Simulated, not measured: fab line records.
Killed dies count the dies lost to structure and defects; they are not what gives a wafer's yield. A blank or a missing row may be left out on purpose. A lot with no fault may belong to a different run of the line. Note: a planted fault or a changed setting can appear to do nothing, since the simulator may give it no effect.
A single fault, viewed from 2 desks ; flow sky130 ; numbers are kept per desk, each desk with only its own; the story behind them comes last

FROM THE METROLOGY DESK
Lot by lot, what the gauges showed, no matter which tool ran the lot: averages of those sampled wafers that carry a number. Marked OUT: a lot whose mean sits more than 4 standard deviations from the usual mean, which makes it out of limits; the brackets give that distance.
Columns: A = VT_ADJUST_HVTR_TW at SKY_VT_ADJUST_HVTR_TW_MEAS_11, usual 209.8
lot;first seen here;A
L404;day 9 12:38;212.3
L405;day 10 01:27;211.5
L406;day 10 05:51;211.8
L407;day 10 11:24;209.4
L408;day 10 19:37;211.7
L409;day 11 01:52;209.6
L410;day 11 11:33;165.4 (-30) OUT
L413;day 12 04:29;165.3 (-30) OUT
L414;day 12 11:19;166.3 (-29) OUT
L419;day 14 02:15;209.0
L423;day 15 06:54;209.0
L424;day 15 12:13;209.5
L425;day 15 17:16;209.5
L426;day 16 06:05;209.1
L427;day 16 15:32;208.7
This desk's finding: out of limits on L410, L413, L414; first on L410, day 11 11:33 (VT_ADJUST_HVTR_TW at SKY_VT_ADJUST_HVTR_TW_MEAS_11). L404, L405, L406, L407, L408, L409, L419, L423, L424, L425, L426, L427 stayed within limits.

FOR THE TOOL OWNER'S DESK: implanter-02
For each lot that ran on this tool, the mean over its sampled wafers that have a number, from the tool's own readings at SKY_VT_ADJUST_HVTR_IMPLANT_09. Marked OUT: a lot whose mean sits more than 4 standard deviations from the usual mean, which makes it out of limits; the brackets give that distance.
Columns: A = dose_ions_cm2 at SKY_VT_ADJUST_HVTR_IMPLANT_09, usual 2.1001e+12; B = faraday_current_uA at SKY_VT_ADJUST_HVTR_IMPLANT_09, usual 11.76
lot;first seen here;A;B
L406;day 10 05:36;2.1004e+12;11.83
L407;day 10 11:09;2.0985e+12;11.82
L409;day 11 01:39;2.1004e+12;11.91
L410;day 11 11:18;8.9433e+11 (-99 or more) OUT;5.09 (-29) OUT
L413;day 12 04:14;8.9360e+11 (-99 or more) OUT;5.01 (-29) OUT
L414;day 12 11:04;8.9510e+11 (-99 or more) OUT;4.97 (-30) OUT
L423;day 15 06:39;2.1007e+12;11.88
L426;day 16 05:52;2.1004e+12;11.74
L427;day 16 15:17;2.0996e+12;11.76
This desk's verdict: out of limits on L410, L413, L414, starting with L410 at day 11 11:18 (dose_ions_cm2 at SKY_VT_ADJUST_HVTR_IMPLANT_09). L406, L407, L409, L423, L426, L427 stayed within limits.

BROUGHT TOGETHER
The tool owner's desk could have raised an alarm at day 11 11:18, on L410, L413, L414.
An alarm was possible from the metrology desk at day 11 11:33, on L410, L413, L414.
Every lot named ran SKY_VT_ADJUST_HVTR_IMPLANT_09 on implanter-02.

WHAT HAD BEEN PUT IN BY THE SIMULATOR
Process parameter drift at SKY_VT_ADJUST_HVTR_IMPLANT_09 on implanter-02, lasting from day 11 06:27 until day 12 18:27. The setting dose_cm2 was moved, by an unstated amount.
Struck lots among those shown: L410, L413, L414.
Time in hours from fault onset to the first out-of-limits reading at each desk: tool owner's desk 5, metrology desk 5.
